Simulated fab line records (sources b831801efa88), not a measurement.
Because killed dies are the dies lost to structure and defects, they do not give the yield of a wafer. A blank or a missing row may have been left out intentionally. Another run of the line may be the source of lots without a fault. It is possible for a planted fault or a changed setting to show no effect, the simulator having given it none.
fab line records    flow gf180mcu
record lots=14  wafers=42  last_day=34
route steps=602 shown SALICIDE@283 CONTACT@312 M1@327 V1@351
lots with no fault: from the same line, run without faults
start_h: the number of hours between the record's first day and the start of the first shown wafer of the lot    wait_h: how many hours have passed since the lot's step before this one    " identical to the entry in the row above    L1.1+2: a single row standing in for several wafers    - value missing, or start not given    * or withheld: withheld    < > ~ a bound
route shown NAME@n: NAME is a module with steps in the file, n the number in the route of the first one    usual: the fault-free wafers' mean and standard deviation    same: alike in all rows    chamber/n: place in a boat    sites: per-site readings    _std_site: standard deviation across them    _edge_site: mean of outer sites minus mean of inner sites    radius_mm: for every site, how far away it sits from the centre of the wafer    mask NAME#n: copy n    behind: the tool/chamber that last shaped the wafer    hold: what put the lot on hold/how long, in hours/how the hold closed    device: the transistor (n, p or np) that didn't switch    end of line: the route-end tests of the same wafers    where a step has no rows: the recipe by itself    killed: count of dies lost to structure and defects at first sort (not the wafer's yield)    map: a wafer's dies, marking killed ones x, the rest . and places with no die _
set.NAME: setting as actually run; set.NAME@STEP: the setting as run at that earlier step    model.NAME: the simulator's own value behind a step, which no gauge read
a sample of lots followed through the steps of the route, with each step as a table and each wafer as a row
services: from which hour (start_h, from the record's first day; less than 0 if before it) a tool's chamber was out of use, for how many hours, and why
## steps
# step GF_SALICIDE_THK_MEAS_05
# recipe thk_meas_gauge=xrf  reads=TiN_of_SALICIDE_SPUTTER_03
# usual SALICIDE_TIN_THK=20.33/0.24
lot.wafer  tool           chamber  start_h  wait_h  SALICIDE_TIN_THK[nm]
L401.2     film_metro-01  -        331.46   0.1     20.20
L401.4     "              -        "        "       19.95
L401.6     "              -        "        "       20.23
L402.2     film_metro-01  -        344.46   0.1     20.23
L402.3     "              -        "        "       20.33
L402.6     "              -        "        "       19.95
L403.1     film_metro-01  -        346.97   0.1     20.48
L403.2     "              -        "        "       20.20
L403.5     "              -        "        "       20.33
L405.3     film_metro-01  -        368.79   0.1     20.37
L405.4     "              -        "        "       20.34
L405.6     "              -        "        "       20.23
L406.3     film_metro-03  -        379.71   0.1     20.74
L406.5     "              -        "        "       20.63
L406.6     "              -        "        "       20.12
L408.2     film_metro-02  -        402.05   0.1     20.24
L408.5     "              -        "        "       20.14
L408.6     "              -        "        "       20.48
L409.1     film_metro-02  -        402.81   0.1     20.16
L409.2     "              -        "        "       20.20
L409.5     "              -        "        "       20.51
L411.1     film_metro-03  -        422.16   0.1     20.53
L411.3     "              -        "        "       20.10
L411.5     "              -        "        "       20.29
L415.1     film_metro-02  -        465.31   0.1     20.73
L415.4     "              -        "        "       20.60
L415.6     "              -        "        "       20.49
L416.1     film_metro-01  -        476.48   0.1     20.07
L416.5     "              -        "        "       20.21
L416.6     "              -        "        "       20.13
L421.2     film_metro-01  -        516.79   0.1     20.53
L421.4     "              -        "        "       20.74
L421.5     "              -        "        "       20.69
L422.1     film_metro-01  -        522.37   0.1     20.20
L422.2     "              -        "        "       20.12
L422.3     "              -        "        "       20.53
L423.4     film_metro-02  -        530.14   0.1     20.24
L423.5     "              -        "        "       20.70
L423.6     "              -        "        "       20.35
L424.1     film_metro-01  -        539.93   0.1     20.24
L424.3     "              -        "        "       20.26
L424.5     "              -        "        "       20.24
# step GF_CONTACT_RS_MEAS_25
# recipe thk_meas_gauge=four-point-probe  reads=W_of_CONTACT_CVD_24+TiN_of_CONTACT_SPUTTER_23+Ti_of_CONTACT_SPUTTER_22
# usual CONTACT_W_RS=0.383/0.0062
lot.wafer  tool           chamber  start_h  wait_h  CONTACT_W_RS[ohm/sq]
L401.2     film_metro-01  -        354.98   0.1     0.382
L401.4     "              -        "        "       0.383
L401.6     "              -        "        "       0.380
L402.2     film_metro-03  -        368.20   0.1     0.380
L402.3     "              -        "        "       0.383
L402.6     "              -        "        "       0.385
L403.1     film_metro-01  -        370.66   0.1     0.389
L403.2     "              -        "        "       0.391
L403.5     "              -        "        "       0.392
L405.3     film_metro-04  -        393.38   0.1     0.397
L405.4     "              -        "        "       0.389
L405.6     "              -        "        "       0.386
L406.3     film_metro-04  -        404.75   0.1     0.381
L406.5     "              -        "        "       0.376
L406.6     "              -        "        "       0.385
L408.2     film_metro-01  -        426.65   0.1     0.386
L408.5     "              -        "        "       0.384
L408.6     "              -        "        "       0.386
L409.1     film_metro-03  -        427.60   0.1     0.383
L409.2     "              -        "        "       0.386
L409.5     "              -        "        "       0.391
L411.1     film_metro-04  -        447.58   0.1     0.382
L411.3     "              -        "        "       0.389
L411.5     "              -        "        "       0.383
L415.1     film_metro-01  -        491.06   0.1     0.381
L415.4     "              -        "        "       0.374
L415.6     "              -        "        "       0.374
L416.1     film_metro-01  -        502.28   0.1     0.394
L416.5     "              -        "        "       0.394
L416.6     "              -        "        "       0.383
L421.2     film_metro-04  -        541.68   0.1     0.371
L421.4     "              -        "        "       0.367
L421.5     "              -        "        "       0.373
L422.1     film_metro-01  -        546.59   0.1     0.382
L422.2     "              -        "        "       0.371
L422.3     "              -        "        "       0.372
L423.4     film_metro-01  -        553.86   0.1     0.390
L423.5     "              -        "        "       0.384
L423.6     "              -        "        "       0.385
L424.1     film_metro-01  -        563.93   0.1     0.385
L424.3     "              -        "        "       0.386
L424.5     "              -        "        "       0.386
# step GF_M1_PEB_12
# recipe peb_temp_c=135  peb_time_s=90  resist=KrF
# usual chill_plate_temp_C=23.01/0.11  exhaust_pa=44.9/0.87  resist_line_temp_C=23.01/0.11
lot.wafer  tool            chamber  start_h  wait_h  chill_plate_temp_C  exhaust_pa  resist_line_temp_C
L401.2     litho_track-04  0        377.68   -       23.08               45.1        23.20
L401.4     "               0        "        "       22.93               43.7        23.15
L401.6     "               0        "        "       23.09               44.7        23.17
L402.2     litho_track-04  0        391.08   -       23.03               45.3        23.02
L402.3     "               0        "        "       23.02               44.6        23.17
L402.6     "               0        "        "       23.09               47.0        22.91
L403.1     litho_track-03  0        394.20   -       22.94               45.5        23.14
L403.2     "               0        "        "       23.09               45.3        23.18
L403.5     "               0        "        "       23.11               45.9        22.96
L405.3     litho_track-03  0        416.46   -       22.65               44.6        23.05
L405.4     "               0        "        "       22.97               44.7        23.00
L405.6     "               0        "        "       22.77               45.1        23.06
L406.3     litho_track-01  0        427.43   -       22.98               46.1        22.95
L406.5     "               0        "        "       23.02               44.7        23.04
L406.6     "               0        "        "       23.13               45.0        22.93
L408.2     litho_track-03  0        451.38   -       23.08               44.8        22.91
L408.5     "               0        "        "       22.99               45.1        23.05
L408.6     "               0        "        "       23.07               45.2        23.06
L409.1     litho_track-04  0        452.09   -       22.97               45.0        22.84
L409.2     "               0        "        "       22.85               42.0        22.93
L409.5     "               0        "        "       22.90               44.9        23.09
L411.1     litho_track-04  0        472.69   -       22.84               44.9        22.95
L411.3     "               0        "        "       22.79               43.7        22.99
L411.5     "               0        "        "       22.99               44.1        23.09
L415.1     litho_track-04  -        514.99   -       -                   -           -
L415.4     "               -        "        "       -                   -           -
L415.6     "               -        "        "       -                   -           -
L416.1     litho_track-04  -        525.39   -       -                   -           -
L416.5     "               -        "        "       -                   -           -
L416.6     "               -        "        "       -                   -           -
L421.2     litho_track-03  0        564.43   -       22.90               45.8        22.80
L421.4     "               0        "        "       22.96               46.1        23.02
L421.5     "               0        "        "       22.88               46.5        22.93
L422.1     litho_track-04  0        568.79   -       23.17               44.8        22.69
L422.2     "               0        "        "       23.10               44.0        22.89
L422.3     "               0        "        "       23.03               43.1        22.75
L423.4     litho_track-03  0        575.44   -       22.87               45.2        22.96
L423.5     "               0        "        "       22.83               45.1        22.97
L423.6     "               0        "        "       23.09               44.9        23.00
L424.1     litho_track-03  0        585.74   -       23.04               45.9        23.01
L424.3     "               0        "        "       23.15               44.2        23.11
L424.5     "               0        "        "       23.06               44.4        22.79
# step GF_V1_ETCH_16
# recipe chemistry=N2/H2  target_depth_a=withheld  overetch_a=withheld  time_s=withheld  target=BARC  ion_energy_ev=200  source_w=500  bias_w=100  pressure_mtorr=30  n2_flow_sccm=100  h2_flow_sccm=200
# usual drypump_motor_current_A=5.7/0.42  oes_product_au=0.855/0.0048  throttle_valve_pct=13.224/0.0099
lot.wafer  tool         chamber  start_h  wait_h  drypump_motor_current_A  oes_product_au  throttle_valve_pct
L401.2     rie_diel-04  0        402.95   0.0     5.6                      0.852           13.219
L401.4     "            1        "        "       5.9                      0.852           13.221
L401.6     "            0        "        "       5.6                      0.856           13.225
L402.2     rie_diel-01  0        416.25   0.0     5.5                      0.848           13.223
L402.3     "            1        "        "       4.9                      0.848           13.228
L402.6     "            1        "        "       4.9                      0.856           13.249
L403.1     rie_diel-04  3        419.65   0.0     5.9                      0.860           13.217
L403.2     "            2        "        "       5.3                      0.864           13.239
L403.5     "            1        "        "       6.0                      0.851           13.219
L405.3     rie_diel-04  2        442.42   0.0     5.4                      0.852           13.223
L405.4     "            3        "        "       5.9                      0.849           13.222
L405.6     "            1        "        "       6.0                      0.854           13.223
L406.3     rie_diel-01  0        453.82   0.0     5.5                      0.862           13.228
L406.5     "            1        "        "       4.9                      0.855           13.219
L406.6     "            2        "        "       6.3                      0.853           13.234
L408.2     rie_diel-04  3        477.55   0.0     5.9                      0.855           13.222
L408.5     "            1        "        "       6.0                      0.859           13.233
L408.6     "            0        "        "       5.6                      0.852           13.231
L409.1     rie_diel-01  1        478.95   0.0     4.9                      0.871           13.205
L409.2     "            0        "        "       5.5                      0.845           13.231
L409.5     "            1        "        "       5.0                      0.853           13.220
L411.1     rie_diel-03  3        498.62   0.0     5.4                      0.860           13.225
L411.3     "            0        "        "       5.7                      0.862           13.228
L411.5     "            0        "        "       5.7                      0.853           13.233
L421.2     rie_diel-01  3        587.30   0.0     5.4                      0.853           13.226
L421.4     "            0        "        "       5.5                      0.859           13.230
L421.5     "            3        "        "       5.4                      0.860           13.241
L422.1     rie_diel-04  1        591.60   0.0     6.0                      0.846           13.238
L422.2     "            3        "        "       5.9                      0.858           13.244
L422.3     "            2        "        "       5.4                      0.861           13.231
L423.4     rie_diel-04  1        599.04   0.0     6.0                      0.854           13.230
L423.5     "            3        "        "       5.9                      0.850           13.243
L423.6     "            2        "        "       5.4                      0.863           13.231
L424.1     rie_diel-03  2        608.70   0.0     5.8                      0.853           13.206
L424.3     "            0        "        "       5.6                      0.855           13.204
L424.5     "            2        "        "       5.8                      0.853           13.223
## services
tool         chamber  start_h  hours  kind
rie_diel-04  2        392.48   3.4    repair
rie_diel-03  1        400.87   4.3    repair
rie_diel-04  1        405.08   6.7    repair
rie_diel-01  0        408.73   6.3    repair
rie_diel-03  0        415.63   6.5    repair
rie_diel-03  -        437.73   3.7    repair
rie_diel-04  2        465.72   30.8   repair
rie_diel-03  1        467.87   -      clean
rie_diel-03  1        467.87   14.4   scheduled_down
rie_diel-03  1        467.87   14.4   vent_cycle
rie_diel-04  1        481.59   2.2    repair
rie_diel-01  2        497.42   1.4    repair
rie_diel-03  1        558.97   12.3   repair
rie_diel-01  -        566.21   4.0    pm
rie_diel-04  0        577.12   8.7    repair
rie_diel-04  0        585.82   -      clean
rie_diel-04  0        585.82   23.1   scheduled_down
rie_diel-04  0        585.82   23.1   vent_cycle
## key
first_sign step=GF_M1_PEB_12  reading=tool_record  direction=missing
effect none on later readings
met_at GF_M1_PEB_12
struck_lots L415,L416
later_rows_left_out L415.1,L415.4,L415.6,L416.1,L416.5,L416.6
sort_left_out L415.1,L415.4,L415.6,L416.1,L416.5,L416.6
not_acting_at GF_SALICIDE_THK_MEAS_05,GF_CONTACT_RS_MEAS_25,GF_V1_ETCH_16
onset_between 472.69 514.99
fault kind=skipped_step_whole  tool=litho_track-04  chamber=-  onset_h=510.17  steps=GF_M1_PEB_12  scope=struck_lots_only
# sort_left_out: the simulated sort isn't trusted on such a fault, so these wafers' sort isn't shown, and their yield isn't known
# later_rows_left_out: the simulator's readings of these wafers behind a module that went badly wrong aren't trusted and aren't shown, but for the sort
